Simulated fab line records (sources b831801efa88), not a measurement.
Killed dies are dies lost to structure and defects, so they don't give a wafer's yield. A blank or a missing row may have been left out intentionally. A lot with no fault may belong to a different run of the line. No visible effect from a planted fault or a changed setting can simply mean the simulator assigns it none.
2 desks, one fault ; flow sky130 ; every desk sees just its own numbers, and what lay behind them comes last

== AT THE METROLOGY DESK ==
What the gauges read, lot by lot, whatever tool the lot ran on: means of the sampled wafers that have a number. Marked OUT: a lot whose mean sits more than 4 standard deviations from the usual mean, which makes it out of limits; the brackets give that distance.
Columns: A = GATE_OXIDE_OVL at SKY_GATE_OXIDE_OVL_MEAS_10, usual 0.0 nm; B = POLY_GATE_TW at SKY_RES_PROTECT_TW_MEAS_08, usual 4024
lot;first seen here;A;B
L430;day 14 04:54;-0.9;3994
L431;day 14 18:35;-1.7;4017
L433;day 15 08:37;0.4;3987
L434;day 15 16:45;0.8;3987
L435;day 15 22:46;-1.6;4045
L440;day 17 18:38;0.5;4093
L441;day 18 03:55;1.6;4016
L442;day 18 06:54;0.5;4082
L443;day 18 21:00;-0.9;4042
L446;day 20 05:37;0.9;4012
L449;day 20 18:15;1.2;30 (-99 or more) OUT
L451;day 21 10:47;1.9;2021 (-57) OUT
L452;day 22 00:08;-0.5;2054 (-56) OUT
This desk's result: L449, L451, L452 out of limits, first on L449 (POLY_GATE_TW at SKY_RES_PROTECT_TW_MEAS_08), day 22 04:10. L430, L431, L433, L434, L435, L440, L441, L442, L443, L446: within limits.

== FOR THE TOOL OWNER'S DESK: litho_track-03 ==
The tool's own readings at SKY_RES_PROTECT_DEVELOP_06 (develop time 60 s): means of the sampled wafers that have a number, for each lot that ran on this tool. Marked OUT: a lot whose mean sits more than 4 standard deviations from the usual mean, which makes it out of limits; the brackets give that distance.
Columns: A = resist_line_temp_C at SKY_RES_PROTECT_DEVELOP_06, usual 22.98 C
lot;first seen here;A
L435;day 17 06:32;22.88
L434;day 17 06:49;22.93
L440;day 19 04:35;22.98
L441;day 19 13:10;23.04
L449;day 22 03:46;22.95
L451;day 22 20:26;23.00
L452;day 23 09:05;23.02
Finding of this desk: none of the 7 lots has anything out of limits.

== TAKEN TOGETHER ==
L449, L451, L452 would have let the metrology desk raise an alarm at day 22 04:10.
The tool owner's desk saw nothing out of limits.
On record at the tool owner's desk: L449, L451, L452, within its limits.
The lots listed all ran SKY_RES_PROTECT_DEVELOP_06 on litho_track-03.

== WHAT THE SIMULATOR HAD PUT IN ==
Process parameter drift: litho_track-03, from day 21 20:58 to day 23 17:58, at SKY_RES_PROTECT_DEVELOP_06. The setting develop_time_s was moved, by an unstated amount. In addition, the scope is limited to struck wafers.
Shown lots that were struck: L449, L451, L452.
Time in hours between the start of the fault and the first out-of-limits reading at each desk: metrology desk, 7.
